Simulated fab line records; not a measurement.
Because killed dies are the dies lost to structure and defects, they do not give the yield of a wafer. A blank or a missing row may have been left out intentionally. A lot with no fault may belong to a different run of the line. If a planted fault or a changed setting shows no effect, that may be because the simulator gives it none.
A single fault, viewed from 2 desks :: flow sky130 :: numbers are kept per desk, each desk with only its own; the story behind them comes last

## METROLOGY DESK
Lot by lot, what the gauges showed, no matter which tool ran the lot: averages of those sampled wafers that carry a number. Marked OUT: a lot whose mean sits more than 4 standard deviations from the usual mean, which makes it out of limits; the brackets give that distance.
Columns: A = LDD_N_OVL at SKY_LDD_N_OVL_MEAS_07, usual 0.1 nm; B = cd_nm at SKY_LDD_P_CD_MEAS_07, usual 379.9 nm; C = LDD_HVP_TW at SKY_LDD_HVP_TW_MEAS_10, usual 454.4
lot: L328
first seen here: day 17 13:29
A: -0.8
B: 374.5
C: 454.1

lot: L329
first seen here: day 17 21:21
A: 0.6
B: 378.8
C: 455.8

lot: L333
first seen here: day 19 19:25
A: 0.0
B: 379.8
C: 455.6

lot: L334
first seen here: day 20 02:52
A: -0.2
B: 377.8
C: 451.8

lot: L335
first seen here: day 20 11:29
A: -0.7
B: 379.3
C: 455.5

lot: L342
first seen here: day 23 02:03
A: 0.7
B: 381.9
C: 454.6

lot: L343
first seen here: day 23 15:43
A: -0.2
B: 379.4
C: 491.1 (+13) OUT

lot: L344
first seen here: day 23 18:59
A: 2.4
B: 379.1
C: 490.3 (+12) OUT

lot: L345
first seen here: day 24 05:35
A: 0.4
B: 377.5
C: 452.7

lot: L346
first seen here: day 24 10:28
A: -0.8
B: 379.9
C: 456.3

lot: L349
first seen here: day 25 00:10
A: -0.0
B: 379.5
C: 458.1

lot: L351
first seen here: day 26 06:23
A: -1.2
B: 381.3
C: 455.5
Finding of this desk: L343, L344 out of limits, first seen on L343 at day 27 08:07 (LDD_HVP_TW at SKY_LDD_HVP_TW_MEAS_10). L328, L329, L333, L334, L335, L342, L345, L346, L349, L351: within limits.

## AT THE TOOL OWNER'S DESK: implanter-02
SKY_LDD_HVP_IMPLANT_08, tool's own readings: per-lot mean of the sampled wafers with a number, covering each lot this tool ran. Marked OUT: a lot whose mean sits more than 4 standard deviations from the usual mean, which makes it out of limits; the brackets give that distance.
Columns: A = beam_energy_keV at SKY_LDD_HVP_IMPLANT_08, usual 19.881; B = beam_on_s at SKY_LDD_HVP_IMPLANT_08, usual 9.97 s; C = end_station_pressure_torr at SKY_LDD_HVP_IMPLANT_08, usual 5.09e-06 Torr; D = faraday_current_uA at SKY_LDD_HVP_IMPLANT_08, usual 96.2
lot: L329
first seen here: day 21 17:21
A: 19.885
B: 10.02
C: 5.35e-06
D: 95.7

lot: L343
first seen here: day 27 07:52
A: 19.885
B: 12.33 (+11) OUT
C: 1.04e-04 (+99 or more) OUT
D: 78.4 (-8.5) OUT

lot: L344
first seen here: day 27 12:11
A: 19.881
B: 12.05 (+9.5) OUT
C: 1.12e-04 (+99 or more) OUT
D: 80.2 (-7.6) OUT

lot: L351
first seen here: day 29 22:10
A: 19.883
B: 9.80
C: 5.23e-06
D: 97.6
Finding of this desk: L343, L344 out of limits; the first was L343 at day 27 07:52, on beam_on_s at SKY_LDD_HVP_IMPLANT_08. L329, L351: within limits.

## ALL TOGETHER
On L343, L344, at day 27 07:52, an alarm was possible from the tool owner's desk.
An alarm was possible from the metrology desk at day 27 08:07, on L343, L344.
On implanter-02, each named lot ran SKY_LDD_HVP_IMPLANT_08.

## WHAT WAS PUT IN BY THE SIMULATOR
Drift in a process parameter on implanter-02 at SKY_LDD_HVP_IMPLANT_08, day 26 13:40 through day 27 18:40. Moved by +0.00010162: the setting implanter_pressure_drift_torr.
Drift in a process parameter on implanter-02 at SKY_LDD_HVP_IMPLANT_08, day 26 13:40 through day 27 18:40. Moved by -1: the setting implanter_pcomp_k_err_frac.
Struck lots among those shown: L343, L344.
Hours from the fault's start to each desk's first reading out of limits: the tool owner's desk, 18; the metrology desk, 18.
